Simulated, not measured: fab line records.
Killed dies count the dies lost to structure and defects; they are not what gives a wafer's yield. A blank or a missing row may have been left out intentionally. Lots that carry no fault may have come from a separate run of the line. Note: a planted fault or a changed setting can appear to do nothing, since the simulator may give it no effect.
What tool caused it? | flow gf180mcu | 12 lots with 36 wafers sampled at 5 steps, on a route of 602 steps

== WHAT EACH GAUGE READ, for each wafer ==
GF_PASSIVATION_THK_MEAS_01.
lot  | measured     | on            | PASSIVATION_CVD_00_THK (nm)
L843 | day 28 17:46 | film_metro-03 | 984 975 999
L844 | day 28 23:53 | film_metro-03 | 996 987 991
L845 | day 29 15:36 | film_metro-01 | 1006 1005 1006
L849 | day 30 10:40 | film_metro-02 | 1003 1006 1008
L852 | day 31 09:29 | film_metro-01 | 997 1028 1015
L853 | day 31 19:02 | film_metro-01 | 1077 1096 1118
L855 | day 32 08:04 | film_metro-03 | 1094 1110 1114
L860 | day 33 11:32 | film_metro-01 | 987 975 1015
L861 | day 33 14:02 | film_metro-01 | 980 1001 1013
L862 | day 33 20:42 | film_metro-01 | 999 991 1012
L863 | day 34 01:11 | film_metro-02 | 999 1003 1008
L864 | day 34 11:47 | film_metro-03 | 994 999 1017

GF_PASSIVATION_THK_MEAS_03.
lot  | measured     | on            | PASSIVATION_CVD_02_THK (nm)
L843 | day 28 18:06 | film_metro-01 | 706 705 704
L844 | day 29 00:14 | film_metro-02 | 687 680 690
L845 | day 29 15:56 | film_metro-02 | 695 702 703
L849 | day 30 11:00 | film_metro-02 | 706 705 707
L852 | day 31 09:50 | film_metro-01 | 700 706 718
L853 | day 31 19:23 | film_metro-02 | 688 688 697
L855 | day 32 08:25 | film_metro-01 | 699 700 706
L860 | day 33 11:52 | film_metro-03 | 698 695 718
L861 | day 33 14:23 | film_metro-03 | 708 709 715
L862 | day 33 21:02 | film_metro-02 | 697 695 703
L863 | day 34 01:32 | film_metro-03 | 697 694 713
L864 | day 34 12:08 | film_metro-01 | 706 716 712

== EACH LOT AND THE TOOL THAT RAN IT (in order: tool; ch and the chambers of the sampled wafers; start) ==
lot  | GF_M5_STRIP_11                       | GF_TOP_METAL_SPUTTER_00      | GF_PASSIVATION_CVD_00
L843 | plasma_asher-03 ch 0, day 26 21:20   | pvd_sputter-03, day 27 20:32 | pecvd-04 ch 0,2, day 28 17:40
L844 | plasma_asher-04 ch 0,1, day 27 03:02 | pvd_sputter-01, day 28 02:29 | pecvd-02 ch 0,1,2, day 28 23:49
L845 | plasma_asher-01 ch 0,1, day 27 20:49 | pvd_sputter-02, day 28 18:53 | pecvd-02 ch 0,1,2, day 29 15:32
L849 | plasma_asher-01 ch 0,1, day 28 16:44 | pvd_sputter-02, day 29 14:26 | pecvd-03 ch 0,1,2, day 30 10:35
L852 | plasma_asher-01 ch 0, day 29 16:49   | pvd_sputter-01, day 30 14:24 | pecvd-02 ch 0,1, day 31 09:25
L853 | plasma_asher-03 ch 0,1, day 30 03:05 | pvd_sputter-03, day 31 00:55 | pecvd-02 ch 0,1,2, day 31 18:58
L855 | plasma_asher-01 ch 0,1, day 30 16:01 | pvd_sputter-02, day 31 13:29 | pecvd-02 ch 0,2, day 32 07:58
L860 | plasma_asher-01 ch 0,1, day 31 20:56 | pvd_sputter-03, day 32 17:02 | pecvd-03 ch 0,1,2, day 33 11:25
L861 | plasma_asher-01 ch 0,1, day 32 01:20 | pvd_sputter-01, day 32 20:51 | pecvd-04 ch 1,2, day 33 13:57
L862 | plasma_asher-03 ch 0, day 32 07:56   | pvd_sputter-03, day 33 03:49 | pecvd-03 ch 0,1,2, day 33 20:35
L863 | plasma_asher-03 ch 0,1, day 32 11:59 | pvd_sputter-02, day 33 08:10 | pecvd-03 ch 0,1, day 34 01:07
L864 | plasma_asher-03 ch 0,1, day 32 23:35 | pvd_sputter-01, day 33 19:04 | pecvd-04 ch 0,1, day 34 11:41
- GF_M5_STRIP_11: strips in O2/N2.
- GF_TOP_METAL_SPUTTER_00: material Ti, target thk 37.5 nm, time 150 s.
- GF_PASSIVATION_CVD_00: deposits SiO2 from TEOS, target thk 1000 nm, time 111.95 s.

== WHAT THE TOOLS THEMSELVES READ (means of the sampled wafers that have a number; where no wafer has one, the mark that the record gives instead) ==
GF_M5_STRIP_11.
lot  | tool            | drypump_motor_current_A (A) | heater_power_w (W) | oes_product_au (a.u.) | strip_time_to_endpoint_s (s)
L843 | plasma_asher-03 | 5.7                         | 333                | 0.527                 | 7.05
L844 | plasma_asher-04 | 5.8                         | 322                | 0.524                 | 7.01
L845 | plasma_asher-01 | 5.2                         | 330                | 0.522                 | 6.99
L849 | plasma_asher-01 | 5.2                         | 332                | 0.522                 | 7.01
L852 | plasma_asher-01 | 4.9                         | 295                | 0.522                 | 7.02
L853 | plasma_asher-03 | 5.9                         | 307                | 0.525                 | 7.02
L855 | plasma_asher-01 | 5.2                         | 336                | 0.526                 | 7.09
L860 | plasma_asher-01 | 5.2                         | 332                | 0.519                 | 7.05
L861 | plasma_asher-01 | 5.5                         | 378                | 0.526                 | 7.06
L862 | plasma_asher-03 | 5.7                         | 336                | 0.524                 | 7.07
L863 | plasma_asher-03 | 5.8                         | 307                | 0.526                 | 7.05
L864 | plasma_asher-03 | 5.8                         | 316                | 0.523                 | 6.96

GF_TOP_METAL_SPUTTER_00.
lot  | tool           | throttle_valve_pct (%)
L843 | pvd_sputter-03 | 31.8
L844 | pvd_sputter-01 | 30.5
L845 | pvd_sputter-02 | 29.1
L849 | pvd_sputter-02 | 29.4
L852 | pvd_sputter-01 | 30.9
L853 | pvd_sputter-03 | 31.5
L855 | pvd_sputter-02 | 30.2
L860 | pvd_sputter-03 | 31.9
L861 | pvd_sputter-01 | 30.3
L862 | pvd_sputter-03 | 31.6
L863 | pvd_sputter-02 | 30.4
L864 | pvd_sputter-01 | 30.6

GF_PASSIVATION_CVD_00.
lot  | tool     | heater_power_w (W) | rf_fwd_power_W (W)
L843 | pecvd-04 | 704                | 595.7
L844 | pecvd-02 | 764                | 597.4
L845 | pecvd-02 | 766                | 598.4
L849 | pecvd-03 | 712                | 597.1
L852 | pecvd-02 | 720                | 598.1
L853 | pecvd-02 | 658                | 837.9
L855 | pecvd-02 | 629                | 837.6
L860 | pecvd-03 | 741                | 597.5
L861 | pecvd-04 | 669                | 597.3
L862 | pecvd-03 | 695                | 598.3
L863 | pecvd-03 | 738                | 596.8
L864 | pecvd-04 | 672                | 595.1

== THE ANSWER, worked out from the rows above alone ==
Rule: what is usual is taken from the lots themselves. Put in order of their means at a reading, lots are off if they are a third of the lots or fewer, leave a main group of 4 or more, and stand apart from it by a gap of 3 or more times the standard deviation of the main group's means; of several such gaps the widest counts. A main group whose means are all the same, to the digits that the tables above print for the reading, isn't used. Also off: a lot with no number at a reading for which 4 or more lots have one. All remaining lots with rows at the step are treated as sound. First the gauges in route order, then the tools' own readings, where a lot's mean is used as printed above. At the first step where some lot is off, the reading lying furthest off is the one used; lots without a number count as furthest.
Off: at GF_PASSIVATION_THK_MEAS_01 (PASSIVATION_CVD_00_THK), L853, L855. For the main group the mean is 1000 nm and the standard deviation 7.7.
A tool fits if, at a process step before that reading, it ran every lot that is off, and no sound lot after the first of them. The gauges at GF_PASSIVATION_THK_MEAS_01 aren't tried: what is off there is off at GF_PASSIVATION_CVD_00 too, on other tools, and a gauge's error can't cause that. One candidate fits, namely pecvd-02 at GF_PASSIVATION_CVD_00. A fault onset in the window from L852 (day 31 09:25, its last sound lot) to L853 (day 31 18:58, its first lot off) fits.
On the lots that are off, the tool's own readings at GF_PASSIVATION_CVD_00 differ by more than 5 times the standard deviation of the sound lots' means, which bears it out; rf_fwd_power_W reads 837.8 W there versus 597.2 W on the sound lots.

== WHAT HAD BEEN PUT IN BY THE SIMULATOR ==
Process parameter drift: pecvd-02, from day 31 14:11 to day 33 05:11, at GF_PASSIVATION_CVD_00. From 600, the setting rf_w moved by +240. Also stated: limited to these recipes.
Lots struck among those shown: L853, L855. Same finding as the rule above.
